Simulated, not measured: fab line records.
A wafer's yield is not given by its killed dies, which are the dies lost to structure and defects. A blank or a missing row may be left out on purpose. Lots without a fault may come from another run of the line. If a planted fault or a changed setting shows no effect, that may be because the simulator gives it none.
Chamber matching	flow gf180mcu	GF_V5_CMP_04 on cmp-01 has 4 sister chambers
The step polishes SiO2. 16 wafers are shown with their chamber, then 8 later ones without.

== EACH WAFER AND ITS CHAMBER ==
wafer	chamber	motor-current-A (A)	edge-zone-pressure-frac
L530.1	1	12.2	0.996
L530.2	2	14.7	1.000
L530.4	0	13.7	0.998
L533.1	0	14.2	1.005
L533.3	1	12.3	1.000
L533.4	3	12.3	1.020
L536.1	2	14.1	0.991
L536.2	1	13.2	1.003
L536.6	3	11.1	1.002
L544.1	2	14.6	1.003
L544.2	1	12.7	1.006
L544.4	3	12.1	1.001
L547.3	1	12.7	1.007
L547.5	0	13.1	1.000
L547.6	3	11.4	1.008
L549.2	2	13.7	1.002

SIGNATURES, as means of the wafers listed above
reading	chamber 0	chamber 1	chamber 2	chamber 3	scatter within a chamber
motor-current-A	13.667	12.620	14.275	11.725	0.487
edge-zone-pressure-frac	1.00100	1.00240	0.99900	1.00775	0.00596
Rule: for a wafer and a chamber, the distance is found by dividing, reading by reading, the gap between the wafer's reading and the chamber's mean by the reading's scatter, squaring, summing and taking the root. If the next closest chamber is less than 2 further off than the closest, the wafer can't be placed; otherwise it belongs to the closest. The scatter is the square root of a quotient: the sum, over the shown wafers, of each reading's squared deviation from its chamber's mean, divided by wafers minus chambers.

== WAFERS MISSING THEIR CHAMBER ==
wafer	motor-current-A (A)	edge-zone-pressure-frac
L549.5	12.7	0.997
L549.6	14.8	1.010
L551.2	14.0	0.999
L551.3	11.9	1.000
L551.6	13.2	1.004
L550.3	12.5	0.988
L550.4	13.3	1.001
L550.5	12.8	0.993

== WHICH CHAMBER EACH WENT THROUGH ==
wafer	from the rows above	in truth
L549.5	can't be placed: 1 or 0 or 3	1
L549.6	can't be placed: 2 or 0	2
L551.2	can't be placed: 2 or 0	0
L551.3	can't be placed: 3 or 1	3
L551.6	can't be placed: 0 or 1 or 2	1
L550.3	can't be placed: 1 or 0 or 3 or 2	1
L550.4	can't be placed: 0 or 1 or 2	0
L550.5	can't be placed: 1 or 0 or 2 or 3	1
Placed correctly: 0 of 8. From these rows, 8 cannot be placed; in 8 the true chamber is one of the candidates. Wrongly placed: 0.
